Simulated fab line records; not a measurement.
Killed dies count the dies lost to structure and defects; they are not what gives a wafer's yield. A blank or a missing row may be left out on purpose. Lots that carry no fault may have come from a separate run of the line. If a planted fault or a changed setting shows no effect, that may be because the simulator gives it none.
The tool behind it: which one? :: flow gf180mcu :: 12 lots, 36 wafers sampled, at 6 steps of a route of 602

## WHAT EACH GAUGE READ, for each wafer
GF_HV_LDD_THK_MEAS_57. Usual: HV_LDD_CVD_56_THK gives 89.8 nm (standard deviation 0.8).
lot: L305
measured: day 12 10:53
on: filmMetro-04
HV_LDD_CVD_56_THK (nm): 89.4 89.4 88.4
flag: 

lot: L306
measured: day 12 20:15
on: filmMetro-02
HV_LDD_CVD_56_THK (nm): 90.5 90.2 90.9
flag: 

lot: L307
measured: day 13 03:49
on: filmMetro-02
HV_LDD_CVD_56_THK (nm): 90.2 90.3 89.9
flag: 

lot: L310
measured: day 14 05:19
on: filmMetro-03
HV_LDD_CVD_56_THK (nm): 90.5 90.7 90.1
flag: 

lot: L313
measured: day 15 15:22
on: filmMetro-04
HV_LDD_CVD_56_THK (nm): 89.5 88.5 89.4
flag: 

lot: L317
measured: day 17 11:06
on: filmMetro-03
HV_LDD_CVD_56_THK (nm): 74.3 74.4 73.7
flag: OFF

lot: L318
measured: day 17 08:36
on: filmMetro-04
HV_LDD_CVD_56_THK (nm): 74.3 73.7 73.3
flag: OFF

lot: L319
measured: day 17 17:59
on: filmMetro-03
HV_LDD_CVD_56_THK (nm): 73.2 73.2 72.4
flag: OFF

lot: L320
measured: day 17 18:34
on: filmMetro-02
HV_LDD_CVD_56_THK (nm): 90.6 89.9 90.3
flag: 

lot: L324
measured: day 19 00:54
on: filmMetro-02
HV_LDD_CVD_56_THK (nm): 88.3 88.5 88.2
flag: 

lot: L327
measured: day 20 06:20
on: filmMetro-02
HV_LDD_CVD_56_THK (nm): 91.1 91.3 90.3
flag: 

lot: L328
measured: day 20 08:22
on: filmMetro-04
HV_LDD_CVD_56_THK (nm): 90.5 90.8 89.9
flag: 

GF_NSD_OVL_MEAS_08. Usual: NSD_OVL gives 0.0 nm (standard deviation 1.3).
lot: L305
measured: day 13 05:26
on: overlay-01
NSD_OVL (nm): -0.8 0.5 0.6
flag: 

lot: L306
measured: day 13 16:40
on: overlay-01
NSD_OVL (nm): 0.0 -0.6 -0.3
flag: 

lot: L307
measured: day 14 00:16
on: overlay-02
NSD_OVL (nm): -0.1 1.0 -0.1
flag: 

lot: L310
measured: day 15 02:55
on: overlay-02
NSD_OVL (nm): 2.6 1.7 1.7
flag: 

lot: L313
measured: day 16 13:07
on: overlay-02
NSD_OVL (nm): 0.0 0.5 -0.2
flag: 

lot: L317
measured: day 18 10:28
on: overlay-01
NSD_OVL (nm): -2.7 -2.2 -1.1
flag: 

lot: L318
measured: day 18 08:32
on: overlay-02
NSD_OVL (nm): 0.0 0.8 0.4
flag: 

lot: L319
measured: day 18 17:19
on: overlay-02
NSD_OVL (nm): 0.5 0.5 1.5
flag: 

lot: L320
measured: day 18 18:07
on: overlay-01
NSD_OVL (nm): -1.2 -0.4 0.3
flag: 

lot: L324
measured: day 20 00:52
on: overlay-02
NSD_OVL (nm): 0.7 0.2 0.3
flag: 

lot: L327
measured: day 21 06:31
on: overlay-02
NSD_OVL (nm): 1.5 2.3 0.5
flag: 

lot: L328
measured: day 21 08:38
on: overlay-01
NSD_OVL (nm): 0.7 0.5 0.8
flag: 

GF_PSD_OVL_MEAS_08. Usual: PSD_OVL gives -0.5 nm (standard deviation 1.7).
lot: L305
measured: day 14 03:22
on: overlay-02
PSD_OVL (nm): 0.1 0.5 -1.5
flag: 

lot: L306
measured: day 14 13:48
on: overlay-02
PSD_OVL (nm): 0.2 1.3 -1.5
flag: 

lot: L307
measured: day 14 21:52
on: overlay-02
PSD_OVL (nm): -0.3 -0.7 0.0
flag: 

lot: L310
measured: day 16 01:03
on: overlay-01
PSD_OVL (nm): -2.7 -1.6 -2.3
flag: 

lot: L313
measured: day 17 12:58
on: overlay-02
PSD_OVL (nm): -2.3 -1.8 -1.7
flag: 

lot: L317
measured: day 19 11:18
on: overlay-02
PSD_OVL (nm): -1.0 0.0 -1.6
flag: 

lot: L318
measured: day 19 09:10
on: overlay-02
PSD_OVL (nm): -2.0 -2.2 -4.0
flag: 

lot: L319
measured: day 19 18:52
on: overlay-01
PSD_OVL (nm): -2.3 -2.1 -3.1
flag: 

lot: L320
measured: day 19 19:07
on: overlay-01
PSD_OVL (nm): -1.8 -0.9 -1.4
flag: 

lot: L324
measured: day 21 02:00
on: overlay-02
PSD_OVL (nm): 0.4 0.6 -0.7
flag: 

lot: L327
measured: day 22 06:37
on: overlay-01
PSD_OVL (nm): 1.5 2.5 0.7
flag: 

lot: L328
measured: day 22 08:55
on: overlay-02
PSD_OVL (nm): -0.9 -1.0 -1.2
flag: 

## WHICH TOOL RAN EACH LOT (tool, then ch and the chambers of the sampled wafers, then the start)
lot: L305
GF_VT_IMPLANT_RTA_45: rtpAnneal-01 ch 0, day 7 15:19
GF_HV_LDD_CVD_56: lpcvd-02 ch 1, day 12 08:44
GF_HV_LDD_ETCHBACK_58: rieDiel-04 ch 1,3, day 12 10:56

lot: L306
GF_VT_IMPLANT_RTA_45: rtpAnneal-01 ch 0, day 7 21:10
GF_HV_LDD_CVD_56: lpcvd-02 ch 0, day 12 18:05
GF_HV_LDD_ETCHBACK_58: rieDiel-03 ch 0,2, day 12 20:18

lot: L307
GF_VT_IMPLANT_RTA_45: rtpAnneal-02 ch 0, day 8 01:32
GF_HV_LDD_CVD_56: lpcvd-01 ch 1, day 13 01:38
GF_HV_LDD_ETCHBACK_58: rieDiel-01 ch 2,3, day 13 03:51

lot: L310
GF_VT_IMPLANT_RTA_45: rtpAnneal-01 ch 0, day 9 01:32
GF_HV_LDD_CVD_56: lpcvd-02 ch 1, day 14 03:53
GF_HV_LDD_ETCHBACK_58: rieDiel-03 ch 1,2,3, day 14 05:23

lot: L313
GF_VT_IMPLANT_RTA_45: rtpAnneal-01 ch 0, day 9 22:04
GF_HV_LDD_CVD_56: lpcvd-02 ch 1, day 15 13:56
GF_HV_LDD_ETCHBACK_58: rieDiel-04 ch 1,2,3, day 15 15:26

lot: L317
GF_VT_IMPLANT_RTA_45: rtpAnneal-01 ch 0, day 11 02:02
GF_HV_LDD_CVD_56: lpcvd-02 ch 0, day 17 09:41
GF_HV_LDD_ETCHBACK_58: rieDiel-01 ch 0,1,3, day 17 11:10

lot: L318
GF_VT_IMPLANT_RTA_45: rtpAnneal-02 ch 0, day 11 06:44
GF_HV_LDD_CVD_56: lpcvd-02 ch 0, day 17 07:10
GF_HV_LDD_ETCHBACK_58: rieDiel-01 ch 0,2,3, day 17 08:39

lot: L319
GF_VT_IMPLANT_RTA_45: rtpAnneal-02 ch 0, day 11 12:43
GF_HV_LDD_CVD_56: lpcvd-02 ch 0, day 17 16:34
GF_HV_LDD_ETCHBACK_58: rieDiel-04 ch 0,1,3, day 17 18:03

lot: L320
GF_VT_IMPLANT_RTA_45: rtpAnneal-02 ch 0, day 11 19:41
GF_HV_LDD_CVD_56: lpcvd-01 ch 1, day 17 17:08
GF_HV_LDD_ETCHBACK_58: rieDiel-03 ch 0,1, day 17 18:37

lot: L324
GF_VT_IMPLANT_RTA_45: rtpAnneal-01 ch 0, day 12 21:07
GF_HV_LDD_CVD_56: lpcvd-01 ch 1, day 18 23:28
GF_HV_LDD_ETCHBACK_58: rieDiel-04 ch 1,3, day 19 00:57

lot: L327
GF_VT_IMPLANT_RTA_45: rtpAnneal-01 ch 0, day 13 22:26
GF_HV_LDD_CVD_56: lpcvd-01 ch 0, day 20 04:53
GF_HV_LDD_ETCHBACK_58: rieDiel-01 ch 1,2, day 20 06:22

lot: L328
GF_VT_IMPLANT_RTA_45: rtpAnneal-01 ch 0, day 14 01:59
GF_HV_LDD_CVD_56: lpcvd-01 ch 1, day 20 06:55
GF_HV_LDD_ETCHBACK_58: rieDiel-04 ch 1,3, day 20 08:24
- GF_VT_IMPLANT_RTA_45: time 30 s.
- GF_HV_LDD_CVD_56: deposits Si3N4 from DCS/NH3, target thk 90 nm, time 1543 s.
- GF_HV_LDD_ETCHBACK_58: etches Si3N4 in CH3F/O2, stops on SiO2, time 100 s, target depth 90 nm.

## AS READ BY THE TOOLS THEMSELVES (means over the sampled wafers that have a number; for cases with no such wafer, the mark the record gives instead)
GF_VT_IMPLANT_RTA_45. Usual: lampPowerPct 36.2 %, standard deviation 1.9; wafer_temp_C_max 1053.3, standard deviation 0.69.
lot: L305
tool: rtpAnneal-01
lampPowerPct (%): 37.6
wafer_temp_C_max: 1053.1
flag: 

lot: L306
tool: rtpAnneal-01
lampPowerPct (%): 37.6
wafer_temp_C_max: 1052.5
flag: 

lot: L307
tool: rtpAnneal-02
lampPowerPct (%): 33.5
wafer_temp_C_max: 1053.1
flag: 

lot: L310
tool: rtpAnneal-01
lampPowerPct (%): 37.6
wafer_temp_C_max: 1053.9
flag: 

lot: L313
tool: rtpAnneal-01
lampPowerPct (%): 37.5
wafer_temp_C_max: 1053.5
flag: 

lot: L317
tool: rtpAnneal-01
lampPowerPct (%): 37.6
wafer_temp_C_max: 1053.6
flag: 

lot: L318
tool: rtpAnneal-02
lampPowerPct (%): 33.5
wafer_temp_C_max: 1053.0
flag: 

lot: L319
tool: rtpAnneal-02
lampPowerPct (%): 33.5
wafer_temp_C_max: 1053.0
flag: 

lot: L320
tool: rtpAnneal-02
lampPowerPct (%): 33.5
wafer_temp_C_max: 1052.1
flag: 

lot: L324
tool: rtpAnneal-01
lampPowerPct (%): 37.6
wafer_temp_C_max: 1054.1
flag: 

lot: L327
tool: rtpAnneal-01
lampPowerPct (%): 37.6
wafer_temp_C_max: 1053.1
flag: 

lot: L328
tool: rtpAnneal-01
lampPowerPct (%): 37.6
wafer_temp_C_max: 1053.4
flag: 

GF_HV_LDD_CVD_56. Usual: spikeTcCentreC 770.2 C, standard deviation 1.1; spikeTcLowerC 770.3 C, standard deviation 1.2; spikeTcTopC 780.8 C, standard deviation 2.4; spikeTcUpperC 770.9 C, standard deviation 1.4; susceptorTempC 770.0 C, standard deviation 0.36; zonePowerLowerPct 13.5 %, standard deviation 0.66.
lot: L305
tool: lpcvd-02
spikeTcCentreC (C): 772.7
spikeTcLowerC (C): 772.2
spikeTcTopC (C): 778.4
spikeTcUpperC (C): 770.0
susceptorTempC (C): 770.3
zonePowerLowerPct (%): 14.8
flag: 

lot: L306
tool: lpcvd-02
spikeTcCentreC (C): 771.0
spikeTcLowerC (C): 771.7
spikeTcTopC (C): 778.5
spikeTcUpperC (C): 772.4
susceptorTempC (C): 769.7
zonePowerLowerPct (%): 12.9
flag: 

lot: L307
tool: lpcvd-01
spikeTcCentreC (C): 769.7
spikeTcLowerC (C): 770.7
spikeTcTopC (C): 782.2
spikeTcUpperC (C): 769.9
susceptorTempC (C): 770.1
zonePowerLowerPct (%): 13.3
flag: 

lot: L310
tool: lpcvd-02
spikeTcCentreC (C): 771.0
spikeTcLowerC (C): 770.5
spikeTcTopC (C): 779.5
spikeTcUpperC (C): 770.7
susceptorTempC (C): 770.3
zonePowerLowerPct (%): 14.6
flag: 

lot: L313
tool: lpcvd-02
spikeTcCentreC (C): 770.6
spikeTcLowerC (C): 770.5
spikeTcTopC (C): 778.9
spikeTcUpperC (C): 772.0
susceptorTempC (C): 770.1
zonePowerLowerPct (%): 14.7
flag: 

lot: L317
tool: lpcvd-02
spikeTcCentreC (C): 760.7
spikeTcLowerC (C): 761.2
spikeTcTopC (C): 768.7
spikeTcUpperC (C): 762.0
susceptorTempC (C): 760.4
zonePowerLowerPct (%): 12.7
flag: OFF

lot: L318
tool: lpcvd-02
spikeTcCentreC (C): 759.2
spikeTcLowerC (C): 761.6
spikeTcTopC (C): 768.4
spikeTcUpperC (C): 763.1
susceptorTempC (C): 760.0
zonePowerLowerPct (%): 12.7
flag: OFF

lot: L319
tool: lpcvd-02
spikeTcCentreC (C): 759.4
spikeTcLowerC (C): 760.6
spikeTcTopC (C): 769.1
spikeTcUpperC (C): 761.9
susceptorTempC (C): 759.8
zonePowerLowerPct (%): 12.4
flag: OFF

lot: L320
tool: lpcvd-01
spikeTcCentreC (C): 769.9
spikeTcLowerC (C): 769.8
spikeTcTopC (C): 781.7
spikeTcUpperC (C): 769.6
susceptorTempC (C): 770.5
zonePowerLowerPct (%): 13.1
flag: 

lot: L324
tool: lpcvd-01
spikeTcCentreC (C): 769.6
spikeTcLowerC (C): 770.5
spikeTcTopC (C): 781.6
spikeTcUpperC (C): 769.7
susceptorTempC (C): 769.9
zonePowerLowerPct (%): 13.2
flag: 

lot: L327
tool: lpcvd-01
spikeTcCentreC (C): 770.5
spikeTcLowerC (C): 768.6
spikeTcTopC (C): 783.7
spikeTcUpperC (C): 771.0
susceptorTempC (C): 769.8
zonePowerLowerPct (%): 13.6
flag: 

lot: L328
tool: lpcvd-01
spikeTcCentreC (C): 769.7
spikeTcLowerC (C): 771.0
spikeTcTopC (C): 783.0
spikeTcUpperC (C): 769.7
susceptorTempC (C): 769.9
zonePowerLowerPct (%): 13.2
flag: 

GF_HV_LDD_ETCHBACK_58. Usual: ch3fFlowSccm 40.01 sccm, standard deviation 0.12; drypumpMotorCurrentA 5.8 A, standard deviation 0.53; oesProductAu 0.841 a.u., standard deviation 0.006; throttleValvePct 10.561 %, standard deviation 0.0081.
lot: L305
tool: rieDiel-04
ch3fFlowSccm (sccm): 39.92
drypumpMotorCurrentA (A): 5.2
oesProductAu (a.u.): 0.836
throttleValvePct (%): 10.563
flag: 

lot: L306
tool: rieDiel-03
ch3fFlowSccm (sccm): 40.03
drypumpMotorCurrentA (A): 6.1
oesProductAu (a.u.): 0.839
throttleValvePct (%): 10.561
flag: 

lot: L307
tool: rieDiel-01
ch3fFlowSccm (sccm): 39.95
drypumpMotorCurrentA (A): 6.1
oesProductAu (a.u.): 0.845
throttleValvePct (%): 10.561
flag: 

lot: L310
tool: rieDiel-03
ch3fFlowSccm (sccm): 40.08
drypumpMotorCurrentA (A): 5.7
oesProductAu (a.u.): 0.845
throttleValvePct (%): 10.555
flag: 

lot: L313
tool: rieDiel-04
ch3fFlowSccm (sccm): 40.08
drypumpMotorCurrentA (A): 5.5
oesProductAu (a.u.): 0.842
throttleValvePct (%): 10.558
flag: 

lot: L317
tool: rieDiel-01
ch3fFlowSccm (sccm): 39.95
drypumpMotorCurrentA (A): 6.3
oesProductAu (a.u.): 0.758
throttleValvePct (%): 10.552
flag: OFF

lot: L318
tool: rieDiel-01
ch3fFlowSccm (sccm): 39.95
drypumpMotorCurrentA (A): 6.0
oesProductAu (a.u.): 0.759
throttleValvePct (%): 10.555
flag: OFF

lot: L319
tool: rieDiel-04
ch3fFlowSccm (sccm): 39.85
drypumpMotorCurrentA (A): 5.4
oesProductAu (a.u.): 0.756
throttleValvePct (%): 10.550
flag: OFF

lot: L320
tool: rieDiel-03
ch3fFlowSccm (sccm): 40.17
drypumpMotorCurrentA (A): 5.5
oesProductAu (a.u.): 0.848
throttleValvePct (%): 10.565
flag: 

lot: L324
tool: rieDiel-04
ch3fFlowSccm (sccm): 40.03
drypumpMotorCurrentA (A): 5.0
oesProductAu (a.u.): 0.834
throttleValvePct (%): 10.555
flag: 

lot: L327
tool: rieDiel-01
ch3fFlowSccm (sccm): 39.92
drypumpMotorCurrentA (A): 6.0
oesProductAu (a.u.): 0.843
throttleValvePct (%): 10.565
flag: 

lot: L328
tool: rieDiel-04
ch3fFlowSccm (sccm): 40.03
drypumpMotorCurrentA (A): 5.0
oesProductAu (a.u.): 0.846
throttleValvePct (%): 10.564
flag: 

## THE ANSWER, worked out from the rows above alone
Rule: a lot is off if the mean of its wafers that have a number lies more than 3 standard deviations from the usual mean. A lot without any number at a reading at which 4 lots or more have one is off too. Where the step has rows for the other lots, those lots are counted as sound. First the gauges in route order, then the tools' own readings, where a lot's mean is used as printed above. The first step at which some lot is off is used, and at that step the reading that is off furthest; a lot without a number counts as furthest.
Off: L317, L318, L319, at GF_HV_LDD_THK_MEAS_57 (HV_LDD_CVD_56_THK).
A tool fits if, at a process step before that reading, it ran every lot that is off, and no sound lot after the first of them. The gauges at GF_HV_LDD_THK_MEAS_57 aren't tried: what is off there is off at GF_HV_LDD_CVD_56 too, on other tools, and a gauge's error can't cause that. One fits: GF_HV_LDD_CVD_56 on lpcvd-02. A fault onset in the window from L313 (day 15 13:56, its last sound lot) to L318 (day 17 07:10, its first lot off) fits.
The tool's own readings at GF_HV_LDD_CVD_56 bear it out: on the lots that are off they differ by more than 5 times the standard deviation of the sound lots' means. spikeTcCentreC reads 759.8 C there against 770.5 C on the sound lots; spikeTcLowerC reads 761.1 C there against 770.6 C on the sound lots; spikeTcTopC reads 768.7 C there against 780.8 C on the sound lots; spikeTcUpperC reads 762.3 C there against 770.6 C on the sound lots; susceptorTempC reads 760.1 C there against 770.1 C on the sound lots.

## WHAT THE SIMULATOR HAD INSERTED
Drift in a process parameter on lpcvd-02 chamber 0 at GF_HV_LDD_CVD_56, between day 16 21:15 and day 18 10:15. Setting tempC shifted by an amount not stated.
Lots struck among those shown: L318, L317, L319. The rule given above showed the same thing.
